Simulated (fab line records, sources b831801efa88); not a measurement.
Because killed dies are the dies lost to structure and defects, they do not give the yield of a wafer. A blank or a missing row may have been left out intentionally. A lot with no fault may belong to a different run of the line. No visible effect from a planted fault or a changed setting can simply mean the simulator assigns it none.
A struck lot beside a sound one :: flow sky130 :: 14 steps out of a route of 708
Sound: wafers L776.3, L776.4, L776.5. Wafers L785.1, L785.3, L785.5 were the ones struck. At the end, the cause is stated.
For every step that has rows: the tool of each side, followed by ch and its chambers, followed by its first start. Under that, the readings that differ: sound wafers :: struck wafers :: difference of the means :: sigmas: that difference in standard deviations of wafers without a fault.
alike: same words and numbers on both sides, and readings whose means sit less than 2 such deviations apart. not compared: any withheld reading, any reading some wafer has no value for, any bound like >300 that may hide the same value, and any number with overlapping values for which the record gives no deviation.
Wherever a step has rows on one side only, a row that says differs or no value, or a row with sigmas, the two part there. Numbers that don't overlap but have no deviation are shown without sigmas and don't part them. Lack of a reading on every wafer of one side parts them only where that side has two or more wafers.

SKY_POLY_GATE_ETCH_15: etches BARC in N2/H2, stops on SiO2, time 118.5 s, target depth 110 nm.
  sound on rie_diel-02 ch 0,2, day 17 22:45; struck on rie_diel-02 ch 1,3, day 21 05:37
  alike: bias_w, drypump_motor_current_A, oes_product_au, throttle_valve_pct
  not compared: rf_hours_counter_h
SKY_POLY_GATE_ETCH_16: etches Si3N4 in CH3F/O2, stops on poly-Si, time 147.5 s, target depth 75 nm.
  sound on rie_diel-02 ch 0,2, day 17 22:50; struck on rie_diel-02 ch 1,3, day 21 05:43
  alike: bias_w, drypump_motor_current_A, oes_product_au, throttle_valve_pct
  not compared: rf_hours_counter_h
SKY_POLY_GATE_ETCH_17: etches poly-Si in HBr/Cl2, stops on SiO2, target depth 180 nm, time 70.5 s.
  sound on rie_si-02 ch 0,1,2, day 17 22:56; struck on rie_si-01 ch 0,2,3, day 21 05:48
  alike: bias_w, drypump_motor_current_A, oes_product_au, throttle_valve_pct
  not compared: rf_hours_counter_h
SKY_POLY_GATE_STRIP_18: strips in O2/N2.
  sound on plasma_asher-03 ch 0,1, day 17 23:01; struck on plasma_asher-04 ch 0, day 21 05:52
  alike: drypump_motor_current_A, oes_product_au, strip_time_to_endpoint_s
  not compared: rf_hours_counter_h
then, 2 steps without rows for these wafers: SKY_POLY_GATE_CLEAN_19 (cleans in SC1/SC2, time 150 s); SKY_POLY_GATE_OXIDATION_20 (stabilise 600 s, purge 300 s, target thk 4 nm).
SKY_POLY_GATE_THK_MEAS_21:
  struck on film_metro-01, day 21 07:16; sound on film_metro-04, day 18 02:56
  alike: POLY_GATE_OXIDATION_THK
SKY_POLY_GATE_CD_MEAS_22:
  struck on cd_sem-01, day 21 07:19; sound on cd_sem-01, day 18 03:02
  alike: cd_nm
then, 4 steps without rows for these wafers: SKY_LDD_N_DEHYDRATE_00 (time 60 s); SKY_LDD_N_HMDS_01 (prime time 60 s); SKY_LDD_N_COAT_02 (resist thk 300 nm); SKY_LDD_N_SOFTBAKE_03 (time 60 s).
SKY_LDD_N_EXPOSE_04: exposes mask NTM, target cd 840 nm.
  sound on iline_stepper-01 ch 0, day 18 18:42; struck on iline_stepper-02 ch 0, day 21 23:08
reading: mask
sound: NTM#0 NTM#0 NTM#0
struck: NTM_R1#0 NTM_R1#0 NTM_R1#0
difference: differs
sigmas: 
following that, these wafers have no rows for 1 step: SKY_LDD_N_PEB_05.

== WHERE THEY PART ==
Only at SKY_LDD_N_EXPOSE_04, within this record.

WHY: whatever the simulator had introduced
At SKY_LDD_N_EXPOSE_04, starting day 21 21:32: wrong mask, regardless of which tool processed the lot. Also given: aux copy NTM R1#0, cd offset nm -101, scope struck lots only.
